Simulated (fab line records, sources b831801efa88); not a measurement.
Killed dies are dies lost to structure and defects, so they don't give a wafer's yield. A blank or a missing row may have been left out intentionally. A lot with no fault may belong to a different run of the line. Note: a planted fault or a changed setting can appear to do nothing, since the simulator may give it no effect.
fab line records	flow sky130
record: lots: 6	wafers: 18	last_day: 50
route steps=708 shown POLY_GATE@236 LDD_N@237 LDD_P@255 PAD_OPEN@708
lots with no fault: from the same line, run without faults
start_h: the number of hours between the record's first day and the start of the first shown wafer of the lot	wait_h: how many hours have passed since the lot's step before this one	" same as the row above	L1.1+2: a single row standing in for several wafers	- either no value or no given start	* or withheld: withheld	< > ~ a bound
route shown NAME@n: a module of which the file shows steps, and the number in the route of the first	usual: average and standard deviation across the fault-free wafers	same: alike in all rows	chamber/n: place in a boat	sites: per-site readings	_std_site: the standard deviation of these	_edge_site: mean of outer sites minus mean of inner sites	radius_mm: for every site, how far away it sits from the centre of the wafer	mask NAME#n: copy n	behind: the last tool/chamber to shape the wafer	hold: reason for holding the lot/hours on hold/outcome of the hold	device: names the non-switching transistor (n, p or np)	end of line: the same wafers' tests at the end of the route	a step given without rows: its recipe and nothing more	killed: dies lost to structure and defects at the first sort, not the wafer's yield	map: a wafer's dies, x killed, . not, _ none there
set.NAME: the setting that was run; set.NAME@STEP: the one run at that earlier step	model.NAME: the simulator's own value behind a step, which no gauge read
lots at selected steps of the route; one table per step, one row per wafer
services: when a tool's chamber went out of use (start_h, in hours from the record's first day, below 0 if earlier), for how many hours, and the reason
== steps ==
step: SKY_POLY_GATE_CD_MEAS_22
usual: cd_nm: 151.3/2.3
lot.wafer	tool	chamber	start_h	wait_h	cd_nm
L123.1	cd_sem-02	-	434.29	0.1	149.4
L123.5	"	-	"	"	152.0
L123.6	"	-	"	"	147.9
L129.1	cd_sem-01	-	493.40	0.1	149.3
L129.2	"	-	"	"	151.6
L129.3	"	-	"	"	154.4
L130.3	cd_sem-02	-	508.76	0.1	152.6
L130.4	"	-	"	"	152.8
L130.5	"	-	"	"	152.0
L137.1	cd_sem-01	-	560.35	0.1	152.7
L137.3	"	-	"	"	150.6
L137.5	"	-	"	"	149.1
L139.3	cd_sem-01	-	573.29	0.2	151.8
L139.5	"	-	"	"	152.4
L139.6	"	-	"	"	147.4
L140.1	cd_sem-01	-	574.67	0.1	151.0
L140.4	"	-	"	"	153.7
L140.6	"	-	"	"	152.6
step: SKY_LDD_N_DEHYDRATE_00
recipe: temp_c: 200	time_s: 60
step: SKY_LDD_N_HMDS_01
recipe: prime_time_s: 60	prime_temp_c: 120
step: SKY_LDD_N_COAT_02
recipe: resist: NOVOLAK	spin_rpm: 3000	resist_thk_nm: 300
step: SKY_LDD_N_SOFTBAKE_03
recipe: temp_c: 90	time_s: 60	resist: NOVOLAK
step: SKY_LDD_N_EXPOSE_04
recipe: mask_id: NTM	target_cd_nm: 840	na: 0.6	source_shape: conventional	sigma_outer: 0.6	dose_mj: 110
step: SKY_LDD_N_PEB_05
recipe: temp_c: withheld	time_s: *	resist: NOVOLAK
step: SKY_LDD_N_DEVELOP_06
recipe: develop_time_s: 58.72	dev_temp_c: 23
step: SKY_LDD_N_OVL_MEAS_07
usual: LDD_N_OVL: 1.4/1.1
lot.wafer	tool	chamber	start_h	wait_h	LDD_N_OVL[nm]
L123.1	overlay-02	-	465.36	0.1	0.9
L123.5	"	-	"	"	0.7
L123.6	"	-	"	"	2.2
L129.1	overlay-02	-	522.98	0.1	1.4
L129.2	"	-	"	"	2.3
L129.3	"	-	"	"	2.6
L130.3	overlay-01	-	538.09	0.1	1.5
L130.4	"	-	"	"	1.9
L130.5	"	-	"	"	2.0
L137.1	overlay-02	-	590.11	0.1	1.8
L137.3	"	-	"	"	1.5
L137.5	"	-	"	"	1.9
L139.3	overlay-01	-	601.97	0.1	2.6
L139.5	"	-	"	"	2.1
L139.6	"	-	"	"	2.2
L140.1	overlay-02	-	604.03	0.1	1.8
L140.4	"	-	"	"	0.7
L140.6	"	-	"	"	1.2
step: SKY_LDD_N_IMPLANT_08
recipe: species: As	energy_kev: 20	dose_cm2: 7.5e+13	tilt_deg: withheld	rotation_deg: 23
step: SKY_LDD_N_IMPLANT_09
recipe: species: As	energy_kev: 20	dose_cm2: 7.5e+13	tilt_deg: withheld	rotation_deg: 113
step: SKY_LDD_N_IMPLANT_10
recipe: species: As	energy_kev: 20	dose_cm2: 7.5e+13	tilt_deg: withheld	rotation_deg: 203
step: SKY_LDD_N_IMPLANT_11
recipe: species: As	energy_kev: 20	dose_cm2: 7.5e+13	tilt_deg: withheld	rotation_deg: 293
usual: beam_on_s: 9.98/0.2	dose_ions_cm2: 7.499e+13/7.6e+10	faraday_current_uA: 423/8.1
lot.wafer	tool	chamber	start_h	wait_h	beam_on_s	dose_ions_cm2	faraday_current_uA
L123.1	implanter-04	0	465.85	0.1	9.88	7.478e+13	426
L123.5	"	0	"	"	10.26	7.493e+13	412
L123.6	"	0	"	"	9.66	7.483e+13	437
L129.1	implanter-03	0	523.47	0.1	9.91	7.516e+13	424
L129.2	"	0	"	"	10.00	7.509e+13	422
L129.3	"	0	"	"	9.78	7.496e+13	433
L130.3	implanter-02	0	538.62	0.1	10.02	7.502e+13	422
L130.4	"	0	"	"	10.00	7.502e+13	421
L130.5	"	0	"	"	9.99	7.501e+13	425
L137.1	implanter-03	0	590.60	0.1	40.27	3.4325e+14	479
L137.3	"	0	"	"	39.52	3.4333e+14	488
L137.5	"	0	"	"	38.96	3.4341e+14	495
L139.3	implanter-03	0	602.50	0.1	38.99	3.4335e+14	497
L139.5	"	0	"	"	39.25	3.4354e+14	493
L139.6	"	0	"	"	38.74	3.4357e+14	498
L140.1	implanter-02	0	604.52	0.1	10.14	7.493e+13	418
L140.4	"	0	"	"	9.67	7.497e+13	436
L140.6	"	0	"	"	9.82	7.498e+13	429
step: SKY_LDD_N_IMPLANT_12
recipe: species: BF2	energy_kev: 50	dose_cm2: 5e+12	tilt_deg: 30	rotation_deg: 0
step: SKY_LDD_N_IMPLANT_13
recipe: species: BF2	energy_kev: 50	dose_cm2: 5e+12	tilt_deg: 30	rotation_deg: 90
step: SKY_LDD_N_IMPLANT_14
recipe: species: BF2	energy_kev: 50	dose_cm2: 5e+12	tilt_deg: 30	rotation_deg: 180
step: SKY_LDD_N_IMPLANT_15
recipe: species: BF2	energy_kev: 50	dose_cm2: 5e+12	tilt_deg: 30	rotation_deg: 270
step: SKY_LDD_N_STRIP_16
recipe: chemistry: O2/N2	power_w: 1400	pressure_mtorr: 1500	platen_temp_c: withheld	o2_flow_sccm: 3000	n2_flow_sccm: 300	overash_fraction: 0.5
usual: drypump_motor_current_A: 5.6/0.45	oes_product_au: 0.407/0.0045	strip_time_to_endpoint_s: 4.315/0.012
lot.wafer	tool	chamber	start_h	wait_h	drypump_motor_current_A	oes_product_au	rf_hours_counter_h	strip_time_to_endpoint_s
L123.1	plasma_asher-04	0	466.60	0.1	5.1	0.408	68	4.330
L123.5	"	0	"	"	5.1	0.413	-	4.337
L123.6	"	1	"	"	6.3	0.406	-	4.329
L129.1	plasma_asher-04	0	524.22	0.1	5.1	0.396	73	4.329
L129.2	"	1	"	"	6.3	0.405	73	4.320
L129.3	"	0	"	"	5.1	0.405	-	4.310
L130.3	plasma_asher-04	0	539.35	0.1	5.2	0.410	-	4.322
L130.4	"	1	"	"	6.4	0.412	-	4.314
L130.5	"	0	"	"	5.2	0.410	-	4.313
L137.1	plasma_asher-03	0	591.35	0.1	5.3	0.410	47	4.997
L137.3	"	1	"	"	5.5	0.404	-	4.980
L137.5	"	1	"	"	5.5	0.406	-	4.987
L139.3	plasma_asher-03	1	603.23	0.1	5.5	0.412	-	4.995
L139.5	"	1	"	"	5.5	0.408	-	5.001
L139.6	"	0	"	"	5.3	0.406	-	5.014
L140.1	plasma_asher-03	1	605.27	0.1	5.6	0.398	49	4.317
L140.4	"	0	"	"	5.3	0.407	-	4.307
L140.6	"	0	"	"	5.3	0.401	-	4.305
step: SKY_LDD_N_TW_MEAS_17
usual: LDD_N_TW: 2610/16
lot.wafer	tool	chamber	start_h	wait_h	LDD_N_TW
L123.1	film_metro-02	-	466.70	0.1	2619
L123.5	"	-	"	"	2629
L123.6	"	-	"	"	2613
L129.1	film_metro-02	-	524.32	0.1	2615
L129.2	"	-	"	"	2624
L129.3	"	-	"	"	2623
L130.3	film_metro-02	-	539.44	0.1	2614
L130.4	"	-	"	"	2618
L130.5	"	-	"	"	2617
L137.1	film_metro-04	-	591.45	0.1	2907
L137.3	"	-	"	"	2892
L137.5	"	-	"	"	2889
L139.3	film_metro-01	-	603.32	0.1	2856
L139.5	"	-	"	"	2852
L139.6	"	-	"	"	2843
L140.1	film_metro-04	-	605.37	0.1	2627
L140.4	"	-	"	"	2645
L140.6	"	-	"	"	2624
step: SKY_LDD_P_DEHYDRATE_00
recipe: temp_c: 200	time_s: 60
step: SKY_PAD_OPEN_PROBE_99
lot.wafer	tool	chamber	start_h	wait_h	model.etest.tip_n.rs_ohm_sq	model.etest.nfet_01v8.r_on_ohm_um	model.etest.nfet_01v8_lvt.drive_ua_um	model.etest.nfet_01v8_turned.drive_ua_um	model.etest.nfet_01v8.drive_ua_um	model.etest.sram_nfet_pass.drive_ua_um	model.etest.nfet_01v8_swapped.drive_ua_um	model.etest.sram_nfet_pass.off_log10_a_um
L123.1	prober-02	-	1116.90	0.1	444.8	847.8	566.3	492.5	493.4	496.8	496.6	-12.48
L123.5	prober-02	-	1117.10	0.2	446.2	846.2	573	502.4	500.2	487.7	500.9	-12.7
L123.6	prober-02	-	1117.15	0.2	447.3	837.4	577	505.3	501.9	506.4	499.6	-12.34
L129.1	prober-02	-	1154.85	0.1	446.2	811.3	581.2	510.6	508.9	481.1	510.5	-12.93
L129.2	prober-02	-	1154.90	0.1	443.5	811	580.4	510.7	506.2	477.1	505.6	-12.84
L129.3	prober-02	-	1154.95	0.2	444.2	829.3	575.5	505.4	507.1	464.6	503.6	-13.03
L130.3	prober-01	-	1163.08	0.2	445.4	853	553.1	484.6	481.6	490.1	488.6	-12.31
L130.4	prober-01	-	1163.13	0.2	443.1	845.9	553	484.2	482.5	467.3	484.5	-12.91
L130.5	prober-01	-	1163.18	0.2	442.5	841.5	563.5	486.2	495.6	487.7	492.1	-12.71
L137.1	prober-02	-	1194.44	0.1	310	785	608.3	533.9	531.9	522.4	526.5	-12.15
L137.3	prober-02	-	1194.54	0.2	309.7	778.5	618.5	536.4	539.6	528.8	534	-12.26
L137.5	prober-02	-	1194.64	0.2	309.3	771.1	615.2	538	540.2	526.9	535.4	-12.31
L139.3	prober-02	-	1201.63	0.2	319.3	785.1	613.1	533.4	533.3	508.2	531.9	-12.5
L139.5	prober-02	-	1201.73	0.2	318.9	805.6	592.2	516.3	512.9	513.5	512.7	-12.48
L139.6	prober-02	-	1201.78	0.2	322.3	794.7	594.1	523	522.9	522.8	511.9	-12.05
L140.1	prober-01	-	1202.74	0.1	437.6	789.6	612.1	533.2	532.9	498.4	524.2	-12.69
L140.4	prober-01	-	1202.89	0.2	441.1	806.7	602.5	530	528.7	500.8	525.7	-12.7
L140.6	prober-01	-	1202.99	0.2	442.9	812	595.1	519.1	517.5	503.4	521.5	-12.63
killed by level:class
L123.1 VIA1:geometric_particle:open=10 VIA2:geometric_particle:open=9 VIA3:geometric_particle:open=9 LI_CONTACT:geometric_particle:open=6 LOCAL_INTERCONNECT:geometric_particle:short=6 POLY_GATE:geometric_particle:open=5 METAL1:geometric_particle:short=5 CONTACT:geometric_particle:open=5
L123.5 VIA3:geometric_particle:open=12 VIA1:geometric_particle:open=9 CONTACT:geometric_particle:short=7 FIELD_ISO:geometric_particle:open=6 LI_CONTACT:geometric_particle:open=6 LOCAL_INTERCONNECT:geometric_particle:short=6 CONTACT:geometric_particle:open=5 METAL4:geometric_particle:short=4
L123.6 VIA1:geometric_particle:open=8 CONTACT:geometric_particle:open=7 METAL1:geometric_particle:short=7 VIA3:geometric_particle:open=7 LI_CONTACT:geometric_particle:open=6 VIA3:geometric_particle:short=5 LOCAL_INTERCONNECT:geometric_particle:short=4 CONTACT:geometric_particle:short=4
L129.1 VIA1:geometric_particle:open=15 VIA1:geometric_particle:short=10 LI_CONTACT:geometric_particle:open=9 POLY_GATE:geometric_particle:short=8 CONTACT:geometric_particle:open=7 METAL1:geometric_particle:short=6 VIA2:geometric_particle:open=6 FIELD_ISO:geometric_particle:short=4
L129.2 VIA1:geometric_particle:open=12 CONTACT:geometric_particle:open=11 LI_CONTACT:geometric_particle:open=9 METAL2:geometric_particle:short=9 VIA3:geometric_particle:open=9 METAL1:geometric_particle:short=6 FIELD_ISO:geometric_particle:open=5 LOCAL_INTERCONNECT:geometric_particle:short=5
L129.3 VIA1:geometric_particle:open=11 FIELD_ISO:geometric_particle:short=7 METAL2:geometric_particle:short=7 VIA2:geometric_particle:open=6 VIA3:geometric_particle:open=6 LI_CONTACT:geometric_particle:open=5 LI_CONTACT:geometric_particle:short=4 LOCAL_INTERCONNECT:geometric_particle:short=4
L130.3 METAL1:geometric_particle:short=10 VIA1:geometric_particle:open=9 LI_CONTACT:geometric_particle:open=8 CONTACT:geometric_particle:open=7 VIA3:geometric_particle:open=6 VIA2:geometric_particle:open=6 METAL2:geometric_particle:short=5 FIELD_ISO:geometric_particle:short=4
L130.4 CONTACT:geometric_particle:open=11 VIA3:geometric_particle:open=8 LI_CONTACT:geometric_particle:open=7 VIA2:geometric_particle:open=7 METAL1:geometric_particle:short=6 VIA1:geometric_particle:open=6 FIELD_ISO:geometric_particle:short=5 METAL2:geometric_particle:short=5
L130.5 LI_CONTACT:geometric_particle:open=14 VIA1:geometric_particle:open=12 FIELD_ISO:geometric_particle:short=7 CONTACT:geometric_particle:short=7 FIELD_ISO:geometric_particle:open=6 LOCAL_INTERCONNECT:geometric_particle:short=5 VIA1:geometric_particle:short=5 METAL2:geometric_particle:short=5
L139.3 VIA1:geometric_particle:open=11 CONTACT:geometric_particle:open=8 CONTACT:geometric_particle:short=6 VIA3:geometric_particle:open=6 VIA3:geometric_particle:short=5 METAL1:geometric_particle:short=5 LI_CONTACT:geometric_particle:open=4 VIA1:geometric_particle:short=4
L139.5 VIA1:geometric_particle:open=15 CONTACT:geometric_particle:open=10 LI_CONTACT:geometric_particle:open=9 FIELD_ISO:geometric_particle:open=6 FIELD_ISO:geometric_particle:short=5 VIA2:geometric_particle:open=5 VIA3:geometric_particle:open=5 CONTACT:geometric_particle:short=4
L139.6 VIA1:geometric_particle:open=15 VIA2:geometric_particle:open=7 CONTACT:geometric_particle:open=7 VIA3:geometric_particle:open=7 CONTACT:geometric_particle:short=6 POLY_GATE:geometric_particle:short=5 LI_CONTACT:geometric_particle:open=5 VIA1:geometric_particle:short=5
L140.1 VIA1:geometric_particle:open=10 CONTACT:geometric_particle:open=7 VIA3:geometric_particle:open=6 METAL1:geometric_particle:short=5 FIELD_ISO:geometric_particle:open=4 LI_CONTACT:geometric_particle:open=4 METAL2:geometric_particle:short=4 LOCAL_INTERCONNECT:geometric_particle:short=4
L140.4 VIA1:geometric_particle:open=10 CONTACT:geometric_particle:open=8 LI_CONTACT:geometric_particle:open=6 METAL3:geometric_particle:short=6 METAL1:geometric_particle:short=5 LOCAL_INTERCONNECT:geometric_particle:short=5 METAL4:geometric_particle:short=5 FIELD_ISO:geometric_particle:open=4
L140.6 VIA1:geometric_particle:open=14 VIA1:geometric_particle:short=8 VIA3:geometric_particle:open=8 METAL1:geometric_particle:short=7 POLY_GATE:geometric_particle:open=6 CONTACT:geometric_particle:open=5 VIA2:geometric_particle:open=4 POLY_GATE:geometric_particle:short=4
== services ==
tool	chamber	start_h	hours	kind
implanter-03	-	487.70	1.9	repair
plasma_asher-04	-	502.36	1.1	repair
implanter-03	-	531.29	3.1	pm
implanter-03	-	541.70	2.8	pm
implanter-04	-	548.69	3.1	pm
implanter-02	-	557.03	3.9	pm
implanter-03	-	582.88	0.8	repair
implanter-02	-	584.37	3.1	repair
implanter-04	-	604.99	2.6	pm
== key ==
first_sign: step: SKY_LDD_N_IMPLANT_11	reading: dose_ions_cm2	direction: up	sigmas: 99+	usual: *	struck: *
effect: step: SKY_LDD_N_IMPLANT_11	reading: beam_on_s	direction: up	sigmas: 99+	usual: 9.98	struck: 39.29
effect: step: SKY_LDD_N_STRIP_16	reading: strip_time_to_endpoint_s	direction: up	sigmas: 55	usual: *	struck: *
effect: step: SKY_LDD_N_TW_MEAS_17	reading: LDD_N_TW	direction: up	sigmas: 17	usual: 2610	struck: 2873
model_effect: step: SKY_PAD_OPEN_PROBE_99	value: etest.tip_n.rs_ohm_sq	without: 443.6	struck: 314.9
met_at SKY_LDD_N_IMPLANT_11
struck_wafers L137.1,L137.3,L137.5,L139.3,L139.5,L139.6
sort_left_out L137.1,L137.3,L137.5
tester_left_out L137,L139
onset_between 523.47 590.60
fault: kind: process_parameter_drift	tool: implanter-03	chamber: -	onset_h: 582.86	steps: SKY_LDD_N_IMPLANT_11	channel: dose_cm2	offset: *	shape: step	end_h: 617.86	acts_in: *	stated: *
tester_left_out: of these lots the tester's yield and bins aren't shown, on N5 and GAA mostly nor the transistor test; their killed dies are dies lost to structure and defects alone, not to doping, threshold or leakage, so they don't give the yield
sort_left_out: the simulated sort isn't trusted on such a fault, so these wafers' sort isn't shown, and their yield isn't known
